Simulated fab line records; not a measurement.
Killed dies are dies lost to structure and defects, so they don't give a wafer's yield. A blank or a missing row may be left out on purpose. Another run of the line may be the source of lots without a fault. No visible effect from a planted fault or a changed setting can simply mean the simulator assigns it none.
A struck lot beside a sound one | flow gf180mcu | 32 out of 602 route steps
Sound: the wafers L809.1, L809.3, L809.4. Struck: wafers L821.2, L821.5, L821.6. Last of all comes the cause.
Order at every step that has rows: each side's tool, ch and its chambers, its first start. Under that, the readings that differ: sound wafers | struck wafers | difference of the means | sigmas: that difference in standard deviations of wafers without a fault.
alike: same words and numbers on both sides, and readings whose means sit less than 2 such deviations apart. not compared: any withheld reading, any reading some wafer has no value for, any bound like >300 that may hide the same value, and any number with overlapping values for which the record gives no deviation.
The two part at a step that has a row with sigmas, a row that says differs or no value, or rows on one side only. Numbers that have no deviation but don't overlap get no sigmas and don't part them. Lack of a reading on every wafer of one side parts them only where that side has two or more wafers.

first, 7 steps without rows for these wafers: GF_HV_LDD_DEHYDRATE_24 (time 60 s); GF_HV_LDD_HMDS_25 (prime time 60 s); GF_HV_LDD_COAT_26 (resist thk 1000 nm); GF_HV_LDD_SOFTBAKE_27 (time 60 s); GF_HV_LDD_EXPOSE_28 (exposes mask Nplus HV AREA, target cd 400 nm); GF_HV_LDD_PEB_29; GF_HV_LDD_DEVELOP_30 (develop time 60 s).
GF_HV_LDD_CD_MEAS_31 targets a cd of 400 nm.
  sound on cdSem-02 at day 14 00:44; struck on cdSem-02 at day 18 03:44
  alike: cdNm
GF_HV_LDD_OVL_MEAS_32:
  sound on overlay-01 at day 14 00:52; struck on overlay-01 at day 18 03:50
  alike: HV_LDD_02_OVL
then, 3 steps without rows for these wafers: GF_HV_LDD_IMPLANT_33; GF_HV_LDD_IMPLANT_34; GF_HV_LDD_IMPLANT_35.
GF_HV_LDD_IMPLANT_36:
  sound on implanter-01 ch 0, day 14 01:20; struck on implanter-01 ch 0, day 18 04:20
reading           | sound                | struck               | difference | sigmas
tiltDeg (degrees) | 29.961 30.008 29.997 | 31.502 31.480 31.524 | +1.513     | +76
GF_HV_LDD_STRIP_37: strips in O2/N2.
  sound on plasmaAsher-04 ch 0,1, day 14 01:29; struck on plasmaAsher-01 ch 0,1, day 18 04:28
  alike: drypumpMotorCurrentA, heaterPowerW, oesProductAu, stripTimeToEndpointS
  not compared: rfHoursCounterH
GF_HV_LDD_TW_MEAS_38:
  sound on filmMetro-04 at day 14 01:35; struck on filmMetro-02 at day 18 04:35
  alike: HV_LDD_3_TW
then, 7 steps without rows for these wafers: GF_HV_LDD_DEHYDRATE_39 (time 60 s); GF_HV_LDD_HMDS_40 (prime time 60 s); GF_HV_LDD_COAT_41 (resist thk 1000 nm); GF_HV_LDD_SOFTBAKE_42 (time 60 s); GF_HV_LDD_EXPOSE_43 (exposes mask Pplus HV AREA, target cd 400 nm); GF_HV_LDD_PEB_44; GF_HV_LDD_DEVELOP_45 (develop time 60 s).
GF_HV_LDD_CD_MEAS_46 targets a cd of 400 nm.
  sound on cdSem-01 at day 14 22:16; struck on cdSem-01 at day 19 03:48
  alike: cdNm
GF_HV_LDD_OVL_MEAS_47:
  sound on overlay-01 at day 14 22:23; struck on overlay-02 at day 19 03:55
  alike: HV_LDD_03_OVL
next, for these wafers, 1 step has no rows: GF_HV_LDD_IMPLANT_48.
GF_HV_LDD_STRIP_49: strips in O2/N2.
  sound on plasmaAsher-04 ch 0,1, day 14 22:34; struck on plasmaAsher-04 ch 0,1, day 19 04:05
  alike: drypumpMotorCurrentA, heaterPowerW, oesProductAu, stripTimeToEndpointS
  not compared: rfHoursCounterH
GF_HV_LDD_TW_MEAS_50:
  sound on filmMetro-04 at day 14 22:40; struck on filmMetro-02 at day 19 04:12
  alike: HV_LDD_4_TW
then, 1 step without rows for these wafers: GF_HV_LDD_CLEAN_51 (cleans in SC1/SC2, time 150 s).
GF_HV_LDD_RTA_52: time 10 s.
  sound on rtpAnneal-01 ch 0, day 14 22:47; struck on rtpAnneal-02 ch 0, day 19 04:19
reading          | sound                | struck               | difference | sigmas
lampPowerPct (%) | 27 27 27             | 39 39 39             | +12        | +2
wafer_temp_C_max | 1008.1 1007.2 1011.4 | 1002.4 1003.9 1005.7 | -4.9       | -3
GF_HV_LDD_RS_MEAS_53: measures by four-point-probe.
  sound on filmMetro-03 at day 14 22:50; struck on filmMetro-04 at day 19 04:23
reading            | sound             | struck | difference                    | sigmas
HV_LDD_RS (ohm/sq) | 416.5 418.0 418.0 | - - -  | no value on the struck wafers | 
then, 1 step without rows for these wafers: GF_HV_LDD_CVD_54 (deposits SiO2 from TEOS, target thk 10 nm, time 75 s).
GF_PASSIVATION_PROBE_99:
  sound wafers here have rows in the record (prober-01, day 31 08:54); struck ones have none

## WHERE THEY PART
At GF_HV_LDD_IMPLANT_36 first; at GF_PASSIVATION_PROBE_99 last (within this record only).

WHY: what had been put in by the simulator
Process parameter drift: implanter-01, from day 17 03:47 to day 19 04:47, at GF_HV_LDD_IMPLANT_36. A move of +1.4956 in setting tiltDeg, from 30. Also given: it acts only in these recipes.
